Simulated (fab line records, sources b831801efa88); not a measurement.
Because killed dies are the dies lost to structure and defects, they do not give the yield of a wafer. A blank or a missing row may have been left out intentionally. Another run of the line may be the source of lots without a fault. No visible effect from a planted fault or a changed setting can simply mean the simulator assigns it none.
The tool behind it: which one? :: flow gf180mcu :: 12 lots with 36 wafers sampled at 5 steps, on a route of 602 steps

WHAT EACH GAUGE READ, for each wafer
GF_M5_OVL_MEAS_08.
lot: L770
measured: day 26 00:59
on: overlay-02
M5_OVL (nm): 0 -6 -1

lot: L771
measured: day 26 17:11
on: overlay-02
M5_OVL (nm): 5 5 1

lot: L772
measured: day 26 21:19
on: overlay-01
M5_OVL (nm): 3 -1 0

lot: L774
measured: day 27 12:28
on: overlay-01
M5_OVL (nm): -4 2 -1

lot: L775
measured: day 27 22:01
on: overlay-01
M5_OVL (nm): -1 4 4

lot: L778
measured: day 28 20:47
on: overlay-02
M5_OVL (nm): 4 6 1

lot: L780
measured: day 29 12:04
on: overlay-02
M5_OVL (nm): -2 -3 -4

lot: L781
measured: day 29 20:32
on: overlay-01
M5_OVL (nm): 3 3 -7

lot: L788
measured: day 31 17:56
on: overlay-02
M5_OVL (nm): 4 5 9

lot: L791
measured: day 32 09:22
on: overlay-02
M5_OVL (nm): -3 1 1

lot: L792
measured: day 32 13:34
on: overlay-02
M5_OVL (nm): 6 -4 2

lot: L793
measured: day 32 22:07
on: overlay-01
M5_OVL (nm): 1 1 -2

GF_V5_OVL_MEAS_15.
lot: L770
measured: day 26 22:52
on: overlay-01
V5_OVL (nm): -1 1 -1

lot: L771
measured: day 27 15:05
on: overlay-02
V5_OVL (nm): 4 -4 -9

lot: L772
measured: day 27 18:46
on: overlay-02
V5_OVL (nm): -4 4 8

lot: L774
measured: day 28 09:59
on: overlay-02
V5_OVL (nm): -3 -8 -3

lot: L775
measured: day 28 19:04
on: overlay-02
V5_OVL (nm): -8 -11 -11

lot: L778
measured: day 29 16:56
on: overlay-02
V5_OVL (nm): 2 6 2

lot: L780
measured: day 30 07:31
on: overlay-02
V5_OVL (nm): 0 1 -5

lot: L781
measured: day 30 16:40
on: overlay-02
V5_OVL (nm): -7 -8 0

lot: L788
measured: day 32 11:58
on: overlay-01
V5_OVL (nm): 81 78 79

lot: L791
measured: day 33 02:31
on: overlay-02
V5_OVL (nm): 70 68 71

lot: L792
measured: day 33 07:41
on: overlay-02
V5_OVL (nm): -5 -6 -7

lot: L793
measured: day 33 15:14
on: overlay-01
V5_OVL (nm): 1 3 1

GF_TOP_METAL_RS_MEAS_05: the measuring method here is four-point-probe.
lot: L770
measured: day 27 00:33
on: film-metro-03
TOP_METAL_ALCU_RS (ohm/sq): 0.0327 0.0328 0.0324

lot: L771
measured: day 27 16:47
on: film-metro-02
TOP_METAL_ALCU_RS (ohm/sq): 0.0330 0.0324 0.0330

lot: L772
measured: day 27 20:23
on: film-metro-03
TOP_METAL_ALCU_RS (ohm/sq): 0.0332 0.0332 0.0331

lot: L774
measured: day 28 11:37
on: film-metro-03
TOP_METAL_ALCU_RS (ohm/sq): 0.0332 0.0328 0.0333

lot: L775
measured: day 28 20:43
on: film-metro-02
TOP_METAL_ALCU_RS (ohm/sq): 0.0332 0.0333 0.0331

lot: L778
measured: day 29 18:37
on: film-metro-03
TOP_METAL_ALCU_RS (ohm/sq): 0.0323 0.0327 0.0323

lot: L780
measured: day 30 09:12
on: film-metro-02
TOP_METAL_ALCU_RS (ohm/sq): 0.0323 0.0329 0.0324

lot: L781
measured: day 30 18:18
on: film-metro-01
TOP_METAL_ALCU_RS (ohm/sq): 0.0332 0.0327 0.0329

lot: L788
measured: day 32 13:38
on: film-metro-01
TOP_METAL_ALCU_RS (ohm/sq): 0.0328 0.0333 0.0328

lot: L791
measured: day 33 04:08
on: film-metro-03
TOP_METAL_ALCU_RS (ohm/sq): 0.0329 0.0331 0.0334

lot: L792
measured: day 33 09:25
on: film-metro-03
TOP_METAL_ALCU_RS (ohm/sq): 0.0322 0.0326 0.0326

lot: L793
measured: day 33 16:56
on: film-metro-03
TOP_METAL_ALCU_RS (ohm/sq): 0.0328 0.0332 0.0335

WHICH TOOL RAN EACH LOT (tool, then ch and the chambers of the sampled wafers, then the start)
lot: L770
GF_M5_STRIP_11: plasma-asher-02 ch 0, day 26 01:09
GF_V5_EXPOSE_11: krf-scanner-02 ch 0, day 26 12:44

lot: L771
GF_M5_STRIP_11: plasma-asher-02 ch 0,1, day 26 17:21
GF_V5_EXPOSE_11: krf-scanner-02 ch 0, day 27 05:04

lot: L772
GF_M5_STRIP_11: plasma-asher-03 ch 0,1, day 26 21:29
GF_V5_EXPOSE_11: krf-scanner-02 ch 0, day 27 09:04

lot: L774
GF_M5_STRIP_11: plasma-asher-03 ch 0,1, day 27 12:38
GF_V5_EXPOSE_11: krf-scanner-02 ch 0, day 28 00:17

lot: L775
GF_M5_STRIP_11: plasma-asher-01 ch 0, day 27 22:11
GF_V5_EXPOSE_11: krf-scanner-01 ch 0, day 28 09:39

lot: L778
GF_M5_STRIP_11: plasma-asher-01 ch 0,1, day 28 20:59
GF_V5_EXPOSE_11: krf-scanner-02 ch 0, day 29 07:54

lot: L780
GF_M5_STRIP_11: plasma-asher-01 ch 0,1, day 29 12:14
GF_V5_EXPOSE_11: krf-scanner-02 ch 0, day 29 22:44

lot: L781
GF_M5_STRIP_11: plasma-asher-03 ch 0,1, day 29 20:42
GF_V5_EXPOSE_11: krf-scanner-01 ch 0, day 30 07:32

lot: L788
GF_M5_STRIP_11: plasma-asher-03 ch 0,1, day 31 18:08
GF_V5_EXPOSE_11: krf-scanner-02 ch 0, day 32 03:55

lot: L791
GF_M5_STRIP_11: plasma-asher-03 ch 0,1, day 32 09:32
GF_V5_EXPOSE_11: krf-scanner-02 ch 0, day 32 18:38

lot: L792
GF_M5_STRIP_11: plasma-asher-03 ch 0,1, day 32 13:44
GF_V5_EXPOSE_11: krf-scanner-01 ch 0, day 32 23:36

lot: L793
GF_M5_STRIP_11: plasma-asher-03 ch 0,1, day 32 22:17
GF_V5_EXPOSE_11: krf-scanner-01 ch 0, day 33 07:22
- GF_M5_STRIP_11: strips in O2/N2.
- GF_V5_EXPOSE_11: exposes mask Via5, target cd 260 nm.

AS READ BY THE TOOLS THEMSELVES (means over the sampled wafers that have a number; for cases with no such wafer, the mark the record gives instead)
GF_M5_STRIP_11.
lot: L770
tool: plasma-asher-02
drypump-motor-current-A (A): 6.0
heater-power-w (W): 282
oes-product-au (a.u.): 0.547
strip-time-to-endpoint-s (s): 7.55

lot: L771
tool: plasma-asher-02
drypump-motor-current-A (A): 5.9
heater-power-w (W): 325
oes-product-au (a.u.): 0.539
strip-time-to-endpoint-s (s): 7.54

lot: L772
tool: plasma-asher-03
drypump-motor-current-A (A): 6.0
heater-power-w (W): 378
oes-product-au (a.u.): 0.544
strip-time-to-endpoint-s (s): 7.53

lot: L774
tool: plasma-asher-03
drypump-motor-current-A (A): 5.6
heater-power-w (W): 365
oes-product-au (a.u.): 0.547
strip-time-to-endpoint-s (s): 7.54

lot: L775
tool: plasma-asher-01
drypump-motor-current-A (A): 5.5
heater-power-w (W): 366
oes-product-au (a.u.): 0.542
strip-time-to-endpoint-s (s): 7.53

lot: L778
tool: plasma-asher-01
drypump-motor-current-A (A): 5.6
heater-power-w (W): 331
oes-product-au (a.u.): 0.541
strip-time-to-endpoint-s (s): 7.48

lot: L780
tool: plasma-asher-01
drypump-motor-current-A (A): 5.6
heater-power-w (W): 350
oes-product-au (a.u.): 0.544
strip-time-to-endpoint-s (s): 7.49

lot: L781
tool: plasma-asher-03
drypump-motor-current-A (A): 6.0
heater-power-w (W): 389
oes-product-au (a.u.): 0.543
strip-time-to-endpoint-s (s): 7.53

lot: L788
tool: plasma-asher-03
drypump-motor-current-A (A): 5.6
heater-power-w (W): 360
oes-product-au (a.u.): 0.541
strip-time-to-endpoint-s (s): 7.50

lot: L791
tool: plasma-asher-03
drypump-motor-current-A (A): 5.6
heater-power-w (W): 357
oes-product-au (a.u.): 0.541
strip-time-to-endpoint-s (s): 7.47

lot: L792
tool: plasma-asher-03
drypump-motor-current-A (A): 6.0
heater-power-w (W): 381
oes-product-au (a.u.): 0.547
strip-time-to-endpoint-s (s): 7.52

lot: L793
tool: plasma-asher-03
drypump-motor-current-A (A): 5.6
heater-power-w (W): 363
oes-product-au (a.u.): 0.543
strip-time-to-endpoint-s (s): 7.52

GF_V5_EXPOSE_11.
lot: L770
tool: krf-scanner-02
focus-offset-nm (nm): -1.0

lot: L771
tool: krf-scanner-02
focus-offset-nm (nm): -0.2

lot: L772
tool: krf-scanner-02
focus-offset-nm (nm): 0.5

lot: L774
tool: krf-scanner-02
focus-offset-nm (nm): -0.6

lot: L775
tool: krf-scanner-01
focus-offset-nm (nm): 0.2

lot: L778
tool: krf-scanner-02
focus-offset-nm (nm): -0.0

lot: L780
tool: krf-scanner-02
focus-offset-nm (nm): 0.7

lot: L781
tool: krf-scanner-01
focus-offset-nm (nm): -0.8

lot: L788
tool: krf-scanner-02
focus-offset-nm (nm): -0.2

lot: L791
tool: krf-scanner-02
focus-offset-nm (nm): -0.5

lot: L792
tool: krf-scanner-01
focus-offset-nm (nm): 0.2

lot: L793
tool: krf-scanner-01
focus-offset-nm (nm): -0.6

THE ANSWER, worked out from the rows above alone
Rule: what is usual is taken from the lots themselves. Put in order of their means at a reading, lots are off if they are a third of the lots or fewer, leave a main group of 4 or more, and stand apart from it by a gap of 3 or more times the standard deviation of the main group's means; of several such gaps the widest counts. Not used: any main group whose means are identical at the precision the tables above print for the reading. Also off: a lot with no number at a reading for which 4 or more lots have one. All remaining lots with rows at the step are treated as sound. Order of review: gauges by route order, followed by the tools' own readings, for which a lot's mean as printed above is used. At the first step where some lot is off, the reading lying furthest off is the one used; lots without a number count as furthest.
Off: L788, L791, seen at GF_V5_OVL_MEAS_15 (V5_OVL). The main group has a mean of -2 nm with a standard deviation of 4.
If a tool, at a process step before that reading, ran all the lots that are off and no sound lot after the first of them, it fits. Gauges at GF_V5_OVL_MEAS_15: tried the same way as those tools. One fits: krf-scanner-02 at GF_V5_EXPOSE_11. Its last sound lot is L780 (day 29 22:44), its first lot that is off L788 (day 32 03:55): a fault that began between those two fits.

WHAT THE SIMULATOR HAD PUT IN
Scanner matching overlay: krf-scanner-02, from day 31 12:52 on, at GF_V5_EXPOSE_11. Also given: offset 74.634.
Lots struck among those shown: L788, L791. The rule above found the same.
